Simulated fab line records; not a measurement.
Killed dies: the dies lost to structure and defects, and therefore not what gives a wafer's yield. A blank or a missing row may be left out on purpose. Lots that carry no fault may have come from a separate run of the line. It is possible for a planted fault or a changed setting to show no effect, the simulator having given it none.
A struck lot beside a sound one || flow sky130 || 18 steps out of a route of 708
Sound: these wafers, L892.2, L892.3, L892.5. The struck wafers were L880.2, L880.4, L880.6. The cause comes at the end.
Each step with rows lists, per side, the tool, then ch with its chambers, then its first start. Under that, the readings that differ: sound wafers || struck wafers || difference of the means || sigmas: that difference in standard deviations of wafers without a fault.
alike: words and numbers the same on both sides, and readings whose means are apart by under 2 such deviations; not compared: readings that were withheld, readings missing a value for some wafer, numbers with overlapping values and no deviation given by the record, and bounds like >300 which may hide the same value.
The two part at a step that has a row with sigmas, a row that says differs or no value, or rows on one side only. Numbers that don't overlap but have no deviation are shown without sigmas and don't part them. A reading that every wafer of one side lacks parts them only if that side has two wafers or more.

first, 1 step without rows for these wafers: SKY_NWELL_IMPLANT_24.
SKY_NWELL_STRIP_25: strips in O2/N2.
  sound on plasma asher-01 ch 0,1, day 11 10:37; struck on plasma asher-01 ch 0,1, day 7 15:46
  alike: drypump motor current A, oes product au, strip time to endpoint s
  not compared: rf hours counter h
SKY_NWELL_TW_MEAS_26:
  sound: film metro-04 at day 11 10:43; struck: film metro-03 at day 7 15:53
  alike: NWELL_2_TW
then, 1 step without rows for these wafers: SKY_NWELL_CLEAN_27 (cleans in SC1/SC2, time 150 s).
SKY_NWELL_RTA_28: time 30 s.
  sound on rtp anneal-02 ch 0, day 11 10:50; struck on rtp anneal-01 ch 0, day 7 16:00
  alike: lamp power pct, wafer_temp_C_max
SKY_NWELL_RS_MEAS_29: measurement is done with a four-point probe.
  sound: film metro-03 at day 11 10:56; struck: film metro-04 at day 7 16:06
  alike: NWELL_RS
SKY_NWELL_RS_MEAS_31: measurement is done with a four-point probe.
  sound: film metro-03 at day 11 11:11; struck: film metro-04 at day 7 16:20
  alike: PWDE_RS
then, 4 steps without rows for these wafers: SKY_VT_ADJUST_HVTP_DEHYDRATE_00 (time 60 s); SKY_VT_ADJUST_HVTP_HMDS_01 (prime time 60 s); SKY_VT_ADJUST_HVTP_COAT_02 (resist thk 1140 nm); SKY_VT_ADJUST_HVTP_SOFTBAKE_03 (time 60 s).
SKY_VT_ADJUST_HVTP_EXPOSE_04: exposes mask HVTPM, target cd 380 nm.
  sound on iline stepper-01 ch 0, day 11 22:08; struck on iline stepper-02 ch 0, day 8 01:51
{"reading": "model.VT_ADJUST_HVTP.overlay x nm (nm)", "sound": "0.1919 0.1919 0.1919", "struck": "160 160 160", "difference": "+160", "sigmas": ""}
  alike: mask
then, 2 steps without rows for these wafers: SKY_VT_ADJUST_HVTP_PEB_05; SKY_VT_ADJUST_HVTP_DEVELOP_06 (develop time 60 s).
SKY_VT_ADJUST_HVTP_CD_MEAS_07: target cd 380 nm.
  sound: cd sem-02 at day 12 09:42; struck: cd sem-01 at day 8 10:48
  alike: cd nm
SKY_VT_ADJUST_HVTP_OVL_MEAS_08:
  sound: overlay-01 at day 12 09:48; struck: overlay-01 at day 8 10:54
{"reading": "VT_ADJUST_HVTP_OVL (nm)", "sound": "-0.1 0.7 -0.9", "struck": "162.7 163.4 160.0", "difference": "+162.1", "sigmas": "+99 or more"}
then, 1 step without rows for these wafers: SKY_VT_ADJUST_HVTP_IMPLANT_09.
-- a jump in the record: the struck wafers' starts before and after are 39 days apart (it breaks off in module VT_ADJUST_HVTP and resumes in module PAD_OPEN, where the first step shown is number 708 of the route) --
SKY_PAD_OPEN_PROBE_99:
  sound: prober-01 at day 50 18:12; struck: prober-01 at day 47 16:39
{"reading": "model.etest.sram pfet latch.drive ua um", "sound": "133.1 139.8 136.9", "struck": "187.4 194 193.6", "difference": "+55.1", "sigmas": ""}
{"reading": "model.etest.pfet_01v8_hvt.drive ua um", "sound": "136.2 138.7 139.1", "struck": "160.7 160.9 161.3", "difference": "+23.0", "sigmas": ""}
{"reading": "model.etest.sram pfet latch.off log10 a um", "sound": "-13.09 -12.97 -12.98", "struck": "-9.61 -9.407 -9.497", "difference": "+3.51", "sigmas": ""}
{"reading": "model.etest.pfet_01v8_hvt.off log10 a um", "sound": "-13.21 -13.26 -13.37", "struck": "-11.98 -12.1 -11.93", "difference": "+1.28", "sigmas": ""}
{"reading": "model.etest.sram pfet latch.vt sat v (V)", "sound": "-0.8052 -0.7951 -0.801", "struck": "-0.4409 -0.4165 -0.4178", "difference": "+0.3754", "sigmas": ""}
{"reading": "model.etest.sram pfet latch.vt v (V)", "sound": "-0.9299 -0.9208 -0.9254", "struck": "-0.746 -0.7261 -0.725", "difference": "+0.193", "sigmas": ""}
{"reading": "model.etest.pfet_01v8_hvt.vt sat v (V)", "sound": "-0.8424 -0.8337 -0.8342", "struck": "-0.6783 -0.6828 -0.6817", "difference": "+0.1558", "sigmas": ""}
  alike: killed_at_M0_to_M3, killed_at_M4_up, killed at contacts, killed at front end, killed at other, killed dies, killed open, killed short
  not compared: model.etest.sram nfet pass.drive ua um

## WHERE THEY PART
At SKY_VT_ADJUST_HVTP_OVL_MEAS_08 and nowhere else, as far as this record goes. Later steps at which nothing parts them and some readings are alike: SKY_PAD_OPEN_PROBE_99.

WHY: whatever the simulator had introduced
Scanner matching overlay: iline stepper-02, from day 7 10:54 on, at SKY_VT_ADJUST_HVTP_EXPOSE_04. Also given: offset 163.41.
